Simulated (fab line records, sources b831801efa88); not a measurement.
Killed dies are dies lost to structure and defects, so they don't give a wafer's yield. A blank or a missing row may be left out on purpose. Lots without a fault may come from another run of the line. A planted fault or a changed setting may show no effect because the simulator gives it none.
Which tool did it? | flow gf180mcu | 13 lots, 39 wafers sampled, at 4 steps of a route of 602

WHAT THE GAUGES READ, wafer by wafer
GF_V5_THK_MEAS_25: measures by xrf. Usual: V5_W_THK 354 nm, standard deviation 4.
lot  | measured     | on            | V5_W_THK (nm) | flag
L540 | day 27 08:32 | film_metro-04 | 357 353 351   |
L541 | day 27 14:35 | film_metro-04 | 350 350 346   |
L542 | day 27 17:36 | film_metro-04 | 351 357 356   |
L543 | day 28 01:14 | film_metro-03 | 350 354 352   |
L544 | day 28 04:10 | film_metro-02 | 362 360 360   |
L545 | day 29 09:24 | film_metro-04 | 355 361 354   |
L552 | day 30 17:01 | film_metro-04 | 359 352 354   |
L556 | day 31 23:03 | film_metro-04 | 357 352 347   |
L557 | day 32 12:58 | film_metro-03 | 347 350 348   |
L560 | day 33 06:34 | film_metro-02 | 357 357 359   |
L562 | day 33 12:03 | film_metro-02 | 355 353 353   |
L561 | day 33 13:26 | film_metro-04 | 358 359 355   |
L563 | day 33 16:12 | film_metro-03 | 358 351 348   |

GF_TOP_METAL_CD_MEAS_14: target cd 440 nm. Usual: cd_nm 440.8 nm, standard deviation 2.3.
lot  | measured     | on        | cd_nm (nm)        | flag
L540 | day 28 04:46 | cd_sem-01 | 444.8 444.4 442.3 |
L541 | day 28 11:07 | cd_sem-01 | 439.6 437.4 439.2 |
L542 | day 28 14:10 | cd_sem-01 | 439.0 437.1 437.3 |
L543 | day 28 20:55 | cd_sem-02 | 442.9 441.5 439.6 |
L544 | day 28 23:35 | cd_sem-01 | 440.1 439.6 441.6 |
L545 | day 30 04:03 | cd_sem-02 | 437.3 437.6 438.0 |
L552 | day 31 11:13 | cd_sem-02 | 442.4 442.2 440.0 |
L556 | day 32 15:34 | cd_sem-02 | 443.3 445.7 443.6 |
L557 | day 33 05:34 | cd_sem-02 | 442.4 441.0 441.1 |
L560 | day 33 21:47 | cd_sem-01 | 439.5 439.3 441.5 |
L562 | day 34 03:48 | cd_sem-02 | 440.2 440.9 440.8 |
L561 | day 34 05:03 | cd_sem-01 | 442.5 442.9 440.6 |
L563 | day 34 07:24 | cd_sem-01 | 445.1 444.3 445.4 |

WHICH TOOL RAN EACH LOT (tool, then ch and the chambers of the sampled wafers, then the start)
lot  | GF_M4_STRIP_18                  | GF_TOP_METAL_SPUTTER_00
L540 | wet_bench-01 ch 1, day 23 13:54 | pvd_sputter-01, day 27 08:52
L541 | wet_bench-02 ch 0, day 23 21:11 | pvd_sputter-01, day 27 14:56
L542 | wet_bench-01 ch 0, day 23 23:18 | pvd_sputter-03, day 27 17:57
L543 | wet_bench-04 ch 2, day 24 08:52 | pvd_sputter-02, day 28 01:36
L544 | wet_bench-02 ch 0, day 24 12:08 | pvd_sputter-03, day 28 04:31
L545 | wet_bench-02 ch 2, day 25 19:44 | pvd_sputter-03, day 29 09:46
L552 | wet_bench-02 ch 0, day 27 06:50 | pvd_sputter-01, day 30 17:22
L556 | wet_bench-01 ch 1, day 28 16:55 | pvd_sputter-02, day 31 23:25
L557 | wet_bench-01 ch 1, day 29 08:58 | pvd_sputter-01, day 32 13:19
L560 | wet_bench-04 ch 2, day 30 05:29 | pvd_sputter-01, day 33 06:55
L562 | wet_bench-02 ch 2, day 30 10:32 | pvd_sputter-01, day 33 12:25
L561 | wet_bench-02 ch 2, day 30 11:13 | pvd_sputter-01, day 33 13:48
L563 | wet_bench-04 ch 2, day 30 15:34 | pvd_sputter-02, day 33 16:34
- GF_M4_STRIP_18: strips in post etch residue remover, time 1200 s.
- GF_TOP_METAL_SPUTTER_00: material Ti, target thk 37.5 nm, time 150 s.

WHAT THE TOOLS THEMSELVES READ (means of the sampled wafers that have a number; where no wafer has one, the mark that the record gives instead)
GF_TOP_METAL_SPUTTER_00. Usual: throttle_valve_pct 30.2 %, standard deviation 1.1.
lot  | tool           | throttle_valve_pct (%) | flag
L540 | pvd_sputter-01 | 29.8                   |
L541 | pvd_sputter-01 | 29.7                   |
L542 | pvd_sputter-03 | 30.8                   |
L543 | pvd_sputter-02 | 29.4                   |
L544 | pvd_sputter-03 | 31.4                   |
L545 | pvd_sputter-03 | 31.8                   |
L552 | pvd_sputter-01 | 30.2                   |
L556 | pvd_sputter-02 | 29.9                   |
L557 | pvd_sputter-01 | 29.8                   |
L560 | pvd_sputter-01 | 30.2                   |
L562 | pvd_sputter-01 | 29.6                   |
L561 | pvd_sputter-01 | 29.8                   |
L563 | pvd_sputter-02 | 29.5                   |

THE ANSWER, worked out from the rows above alone
Rule: a lot is off if the mean of its wafers that have a number lies more than 3 standard deviations from the usual mean. A lot without any number at a reading at which 4 lots or more have one is off too. The other lots that the step has rows for count as sound. The gauges are gone through in route order, then the tools' own readings, and for those a lot's mean is taken as printed above. The first step at which some lot is off is used, and at that step the reading that is off furthest; a lot without a number counts as furthest.
No lot is off at any reading shown: from this, nothing can be told.

WHAT THE SIMULATOR HAD PUT IN
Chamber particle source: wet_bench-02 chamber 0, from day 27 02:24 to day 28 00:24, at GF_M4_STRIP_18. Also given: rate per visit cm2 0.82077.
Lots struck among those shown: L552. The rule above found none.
